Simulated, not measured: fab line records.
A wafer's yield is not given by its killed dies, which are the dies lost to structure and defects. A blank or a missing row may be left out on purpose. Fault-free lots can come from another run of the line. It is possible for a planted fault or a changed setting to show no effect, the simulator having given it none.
Check for tools in common / flow sky130 / Lots sampled 12, wafers sampled 36

== REASON FOR OPENING ==
At SKY_VT_ADJUST_HVTR_TW_MEAS_11 the reading VT_ADJUST_HVTR_TW is flagged on 2 of 12 lots. No-fault wafers: 209.7, standard deviation 0.98.
Rule: a lot is flagged in two cases, either no wafer of it has a number, or all its wafers with numbers fall more than 4 standard deviations from that mean. The rest of the lots are taken to be sound.

lot=L403; measured=day 9 19:02; on=filmMetro-03; VT_ADJUST_HVTR_TW, wafer by wafer=208.6 209.5 209.0; flag=
lot=L404; measured=day 10 03:56; on=filmMetro-03; VT_ADJUST_HVTR_TW, wafer by wafer=210.4 209.9 209.4; flag=
lot=L406; measured=day 10 16:26; on=filmMetro-03; VT_ADJUST_HVTR_TW, wafer by wafer=210.9 210.8 211.0; flag=
lot=L407; measured=day 11 02:23; on=filmMetro-03; VT_ADJUST_HVTR_TW, wafer by wafer=210.5 209.8 210.8; flag=
lot=L408; measured=day 11 07:33; on=filmMetro-01; VT_ADJUST_HVTR_TW, wafer by wafer=208.0 209.7 209.0; flag=
lot=L409; measured=day 11 17:22; on=filmMetro-03; VT_ADJUST_HVTR_TW, wafer by wafer=209.4 209.7 209.3; flag=
lot=L411; measured=day 12 05:59; on=filmMetro-03; VT_ADJUST_HVTR_TW, wafer by wafer=210.4 210.4 210.8; flag=
lot=L415; measured=day 13 07:40; on=filmMetro-03; VT_ADJUST_HVTR_TW, wafer by wafer=211.1 211.8 211.3; flag=
lot=L420; measured=day 15 09:11; on=filmMetro-01; VT_ADJUST_HVTR_TW, wafer by wafer=208.8 209.4 209.1; flag=
lot=L421; measured=day 15 10:10; on=filmMetro-01; VT_ADJUST_HVTR_TW, wafer by wafer=142.6 142.0 142.3; flag=FLAGGED
lot=L423; measured=day 16 06:08; on=filmMetro-01; VT_ADJUST_HVTR_TW, wafer by wafer=143.9 143.7 143.7; flag=FLAGGED
lot=L424; measured=day 16 09:17; on=filmMetro-03; VT_ADJUST_HVTR_TW, wafer by wafer=209.4 209.5 209.9; flag=
The numbers of the flagged lots are 143.0 on average: -66.7 against the usual, or -68 standard deviations.

== WHICH TOOL RAN EACH LOT ==
The record holds 2 process steps before the reading, out of a route of 708 steps. Cell contents, in order: the tool; ch with the chambers the sampled wafers went through; the start.
lot=L403; flag=; SKY_DNWELL_STRIP_08=plasmaAsher-04 ch 0,1, day 3 10:08; SKY_VT_ADJUST_HVTR_IMPLANT_09=implanter-01 ch 0, day 9 18:48
lot=L404; flag=; SKY_DNWELL_STRIP_08=plasmaAsher-01 ch 0,1, day 3 15:47; SKY_VT_ADJUST_HVTR_IMPLANT_09=implanter-01 ch 0, day 10 03:41
lot=L406; flag=; SKY_DNWELL_STRIP_08=plasmaAsher-04 ch 0,1, day 4 00:26; SKY_VT_ADJUST_HVTR_IMPLANT_09=implanter-02 ch 0, day 10 16:11
lot=L407; flag=; SKY_DNWELL_STRIP_08=plasmaAsher-01 ch 0,1, day 4 08:10; SKY_VT_ADJUST_HVTR_IMPLANT_09=implanter-01 ch 0, day 11 02:08
lot=L408; flag=; SKY_DNWELL_STRIP_08=plasmaAsher-04 ch 0,1, day 4 12:37; SKY_VT_ADJUST_HVTR_IMPLANT_09=implanter-02 ch 0, day 11 07:20
lot=L409; flag=; SKY_DNWELL_STRIP_08=plasmaAsher-04 ch 0,1, day 4 17:25; SKY_VT_ADJUST_HVTR_IMPLANT_09=implanter-04 ch 0, day 11 17:07
lot=L411; flag=; SKY_DNWELL_STRIP_08=plasmaAsher-04 ch 0,1, day 5 04:53; SKY_VT_ADJUST_HVTR_IMPLANT_09=implanter-01 ch 0, day 12 05:44
lot=L415; flag=; SKY_DNWELL_STRIP_08=plasmaAsher-02 ch 0,1, day 6 01:41; SKY_VT_ADJUST_HVTR_IMPLANT_09=implanter-02 ch 0, day 13 07:25
lot=L420; flag=; SKY_DNWELL_STRIP_08=plasmaAsher-02 ch 0,1, day 7 11:32; SKY_VT_ADJUST_HVTR_IMPLANT_09=implanter-02 ch 0, day 15 08:57
lot=L421; flag=FLAGGED; SKY_DNWELL_STRIP_08=plasmaAsher-02 ch 0,1, day 7 12:28; SKY_VT_ADJUST_HVTR_IMPLANT_09=implanter-01 ch 0, day 15 09:55
lot=L423; flag=FLAGGED; SKY_DNWELL_STRIP_08=plasmaAsher-02 ch 0,1, day 8 03:55; SKY_VT_ADJUST_HVTR_IMPLANT_09=implanter-01 ch 0, day 16 05:55
lot=L424; flag=; SKY_DNWELL_STRIP_08=plasmaAsher-04 ch 0,1, day 8 05:26; SKY_VT_ADJUST_HVTR_IMPLANT_09=implanter-04 ch 0, day 16 09:02
What the steps here do:
- SKY_DNWELL_STRIP_08: strips in O2/N2.
- SKY_VT_ADJUST_HVTR_IMPLANT_09
- SKY_VT_ADJUST_HVTR_TW_MEAS_11

== FLAGGED AGAINST TOTAL, ONE TOOL AT A TIME (gauges that did the reading follow at the end) ==
step=SKY_DNWELL_STRIP_08; tool=plasmaAsher-01; lots run=2; flagged=0; share of the flagged lots=none; sound lots run after its first flagged lot=-
step=SKY_DNWELL_STRIP_08; tool=plasmaAsher-02; lots run=4; flagged=2; share of the flagged lots=all; sound lots run after its first flagged lot=0
step=SKY_DNWELL_STRIP_08; tool=plasmaAsher-04; lots run=6; flagged=0; share of the flagged lots=none; sound lots run after its first flagged lot=-
step=SKY_VT_ADJUST_HVTR_IMPLANT_09; tool=implanter-01; lots run=6; flagged=2; share of the flagged lots=all; sound lots run after its first flagged lot=0
step=SKY_VT_ADJUST_HVTR_IMPLANT_09; tool=implanter-02; lots run=4; flagged=0; share of the flagged lots=none; sound lots run after its first flagged lot=-
step=SKY_VT_ADJUST_HVTR_IMPLANT_09; tool=implanter-04; lots run=2; flagged=0; share of the flagged lots=none; sound lots run after its first flagged lot=-
step=SKY_VT_ADJUST_HVTR_TW_MEAS_11; tool=filmMetro-01; lots run=4; flagged=2; share of the flagged lots=all; sound lots run after its first flagged lot=0
step=SKY_VT_ADJUST_HVTR_TW_MEAS_11; tool=filmMetro-03; lots run=8; flagged=0; share of the flagged lots=none; sound lots run after its first flagged lot=-

== WHAT THE TABLE PERMITS ==
plasmaAsher-02 at SKY_DNWELL_STRIP_08, implanter-01 at SKY_VT_ADJUST_HVTR_IMPLANT_09 and filmMetro-01 at SKY_VT_ADJUST_HVTR_TW_MEAS_11: these 3 rows of the table ran every flagged lot.
- plasmaAsher-02 at SKY_DNWELL_STRIP_08 ran 4 lots, 2 of them flagged. A fault beginning between L420 (day 7 11:32), its last sound lot, and L421 (day 7 12:28), its first flagged one, fits the data.
- implanter-01 at SKY_VT_ADJUST_HVTR_IMPLANT_09 ran 6 lots, 2 of them flagged. A fault beginning between L411 (day 12 05:44), its last sound lot, and L421 (day 15 09:55), its first flagged one, fits the data. Its own readings lie more than 4 standard deviations out on every wafer of the flagged lots: doseIonsCm2, faradayCurrentUA.
- filmMetro-01 at SKY_VT_ADJUST_HVTR_TW_MEAS_11 ran 4 lots, 2 of them flagged. A fault beginning between L420 (day 15 09:11), its last sound lot, and L421 (day 15 10:10), its first flagged one, fits the data.
A lot count leaves these 3 tools indistinguishable: every one of them fits a fault beginning at some hour. More lots, or a look at what each step does to the wafer, might.

== WHAT THE SIMULATOR HAD PUT IN ==
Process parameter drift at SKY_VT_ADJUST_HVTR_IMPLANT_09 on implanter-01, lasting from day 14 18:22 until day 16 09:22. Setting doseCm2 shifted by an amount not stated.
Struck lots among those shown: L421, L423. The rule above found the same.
